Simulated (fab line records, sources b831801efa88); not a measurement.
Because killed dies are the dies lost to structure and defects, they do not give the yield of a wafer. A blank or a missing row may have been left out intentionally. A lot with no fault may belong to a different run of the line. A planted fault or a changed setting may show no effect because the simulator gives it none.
One fault through the eyes of 2 desks + flow gf180mcu + each desk has only its own numbers; what lay behind them comes last

== METROLOGY DESK ==
What the gauges read, lot by lot, whatever tool the lot ran on: means of the sampled wafers that have a number. Marked OUT: a lot whose mean sits more than 4 standard deviations from the usual mean, which makes it out of limits; the brackets give that distance.
Columns: A = V1_OVL at GF_V1_OVL_MEAS_15, usual 1 nm; B = V1_W_RS at GF_V1_RS_MEAS_24, usual 0.3285 ohm/sq; C = V1_W_THK at GF_V1_THK_MEAS_25, usual 343 nm
| lot  | first seen here | A  | B      | C   |
|------|-----------------|----|--------|-----|
| L382 | day 19 17:37    | -0 | 0.3307 | 339 |
| L388 | day 22 02:22    | -3 | 0.3238 | 346 |
| L389 | day 22 07:28    | 3  | 0.3276 | 340 |
| L390 | day 22 18:28    | -3 | 0.3295 | 338 |
| L400 | day 25 22:16    | 5  | 0.3302 | 341 |
This desk's verdict: no lot among the 5 shows anything out of limits.

== TOOL OWNER'S DESK, pvd_sputter-01 ==
The tool's own readings at GF_M2_SPUTTER_00 (material Ti, target thk 37.5 nm, time 150 s): means of the sampled wafers that have a number, for each lot that ran on this tool. Marked OUT: a lot whose mean sits more than 4 standard deviations from the usual mean, which makes it out of limits; the brackets give that distance.
Columns: A = throttle_valve_pct at GF_M2_SPUTTER_00, usual 29.7 %
| lot  | first seen here | A    |
|------|-----------------|------|
| L382 | day 19 19:21    | 28.9 |
| L388 | day 22 03:46    | 28.9 |
| L389 | day 22 08:52    | 30.2 |
This desk's verdict: no lot among the 3 shows anything out of limits.

== ALL TOGETHER ==
Nothing out of limits was seen by the metrology desk.
The desk of the tool owner found nothing out of limits.

== WHAT WAS PUT IN BY THE SIMULATOR ==
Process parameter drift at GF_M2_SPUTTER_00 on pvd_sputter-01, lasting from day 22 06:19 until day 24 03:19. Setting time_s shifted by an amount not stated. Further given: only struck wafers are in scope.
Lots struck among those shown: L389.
